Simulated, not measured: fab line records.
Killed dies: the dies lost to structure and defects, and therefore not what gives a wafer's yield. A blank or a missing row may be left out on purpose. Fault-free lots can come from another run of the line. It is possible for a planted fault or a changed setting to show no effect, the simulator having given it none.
Which of the tools did it?	flow gf180mcu	39 wafers from 13 lots sampled at 5 of the route's 602 steps

## WHAT THE GAUGES READ, wafer by wafer
GF_M2_RS_MEAS_05: a four-point-probe measurement.
lot	measured	on	M2_ALCU_RS (ohm/sq)
L154	day 19 19:33	film-metro-02	0.0717 0.0721 0.0712
L157	day 21 07:51	film-metro-04	0.0717 0.0715 0.0719
L158	day 21 08:18	film-metro-02	0.0698 0.0704 0.0705
L159	day 22 00:39	film-metro-03	0.0707 0.0705 0.0709
L161	day 22 14:37	film-metro-04	0.0720 0.0724 0.0719
L162	day 22 21:26	film-metro-02	0.0707 0.0709 0.0713
L164	day 23 10:04	film-metro-04	0.0719 0.0706 0.0704
L165	day 23 18:12	film-metro-04	0.0705 0.0718 0.0706
L166	day 24 00:57	film-metro-03	0.0715 0.0727 0.0713
L167	day 24 12:19	film-metro-04	0.0720 0.0724 0.0724
L169	day 25 00:39	film-metro-04	0.0716 0.0707 0.0711
L173	day 26 00:59	film-metro-03	0.0698 0.0706 0.0703
L174	day 26 08:28	film-metro-02	0.0725 0.0724 0.0725

GF_V2_THK_MEAS_03.
lot	measured	on	V2_CVD_02_THK (nm)
L154	day 20 21:20	film-metro-01	832 842 852
L157	day 22 08:25	film-metro-01	847 838 847
L158	day 22 09:04	film-metro-01	856 851 869
L159	day 23 01:37	film-metro-01	842 855 860
L161	day 23 15:10	film-metro-03	865 859 868
L162	day 23 21:32	film-metro-01	849 869 866
L164	day 24 10:38	film-metro-04	842 861 866
L165	day 24 17:10	film-metro-04	855 858 863
L166	day 24 22:13	film-metro-01	845 862 863
L167	day 25 08:35	film-metro-03	856 851 862
L169	day 25 22:44	film-metro-04	844 851 858
L173	day 26 23:16	film-metro-04	866 849 862
L174	day 27 06:13	film-metro-03	842 860 845

GF_V2_OVL_MEAS_15.
lot	measured	on	V2_OVL (nm)
L154	day 21 22:41	overlay-01	1 -4 0
L157	day 23 08:07	overlay-02	-8 -19 -11
L158	day 23 09:20	overlay-01	-4 -8 -6
L159	day 24 01:17	overlay-02	6 -1 0
L161	day 24 14:25	overlay-02	-6 -11 -7
L162	day 24 19:20	overlay-01	-10 -3 -13
L164	day 25 05:50	overlay-01	-13 -9 -1
L165	day 25 14:29	overlay-02	-6 6 0
L166	day 25 19:35	overlay-02	0 2 0
L167	day 26 05:50	overlay-02	18 17 13
L169	day 26 20:16	overlay-01	-6 -1 2
L173	day 27 19:41	overlay-02	22 23 29
L174	day 28 02:48	overlay-02	0 -1 -2

## WHAT TOOL EACH LOT RAN ON (gives the tool, then ch and the chambers of the sampled wafers, and finally the start)
lot	GF_M2_SPUTTER_00	GF_V2_EXPOSE_11
L154	pvd-sputter-01, day 19 19:20	krf-scanner-01 ch 0, day 21 09:58
L157	pvd-sputter-01, day 21 07:38	krf-scanner-02 ch 0, day 22 20:40
L158	pvd-sputter-02, day 21 08:05	krf-scanner-01 ch 0, day 22 21:53
L159	pvd-sputter-04, day 22 00:26	krf-scanner-01 ch 0, day 23 13:16
L161	pvd-sputter-04, day 22 14:23	krf-scanner-01 ch 0, day 24 03:19
L162	pvd-sputter-01, day 22 21:12	krf-scanner-02 ch 0, day 24 09:30
L164	pvd-sputter-02, day 23 09:49	krf-scanner-02 ch 0, day 24 21:03
L165	pvd-sputter-01, day 23 17:59	krf-scanner-01 ch 0, day 25 03:11
L166	pvd-sputter-02, day 24 00:44	krf-scanner-02 ch 0, day 25 08:24
L167	pvd-sputter-01, day 24 12:06	krf-scanner-01 ch 0, day 25 20:23
L169	pvd-sputter-02, day 25 00:26	krf-scanner-02 ch 0, day 26 09:16
L173	pvd-sputter-01, day 26 00:46	krf-scanner-01 ch 0, day 27 09:35
L174	pvd-sputter-02, day 26 08:14	krf-scanner-02 ch 0, day 27 17:33
- GF_M2_SPUTTER_00: material Ti, target thk 37.5 nm, time 150 s.
- GF_V2_EXPOSE_11: exposes mask Via2, target cd 260 nm.

## WHAT THE TOOLS THEMSELVES READ (means of the sampled wafers that have a number; where no wafer has one, the mark that the record gives instead)
GF_M2_SPUTTER_00.
lot	tool	throttle-valve-pct (%)
L154	pvd-sputter-01	30.6
L157	pvd-sputter-01	30.0
L158	pvd-sputter-02	30.2
L159	pvd-sputter-04	28.9
L161	pvd-sputter-04	29.3
L162	pvd-sputter-01	30.4
L164	pvd-sputter-02	29.8
L165	pvd-sputter-01	30.1
L166	pvd-sputter-02	30.1
L167	pvd-sputter-01	30.8
L169	pvd-sputter-02	30.4
L173	pvd-sputter-01	30.3
L174	pvd-sputter-02	30.2

## THE ANSWER, worked out from the rows above alone
Rule: what is usual is taken from the lots themselves. The widest of any qualifying gaps counts: lots, ordered by their means at a reading, are off when they make up no more than a third of the lots, leave a main group of 4 or more, and stand apart from it by 3 or more times the standard deviation of that group's means. A main group is skipped when, at the precision printed for the reading in the tables above, its means are all equal. Also off: a lot with no number at a reading for which 4 or more lots have one. Any other lot the step has rows for is counted as sound. First the gauges in route order, then the tools' own readings, where a lot's mean is used as printed above. At the first step where some lot is off, the reading lying furthest off is the one used; lots without a number count as furthest.
Off: L167, L173, seen at GF_V2_OVL_MEAS_15 (V2_OVL). The main group has a mean of -4 nm with a standard deviation of 4.5.
If a tool, at a process step before that reading, ran all the lots that are off and no sound lot after the first of them, it fits. Those tools and the gauges at GF_V2_OVL_MEAS_15 are tried in the same way. 2 tools fit, pvd-sputter-01 at GF_M2_SPUTTER_00 and krf-scanner-01 at GF_V2_EXPOSE_11, so this cannot tell which one it is.

## WHAT WAS PUT IN BY THE SIMULATOR
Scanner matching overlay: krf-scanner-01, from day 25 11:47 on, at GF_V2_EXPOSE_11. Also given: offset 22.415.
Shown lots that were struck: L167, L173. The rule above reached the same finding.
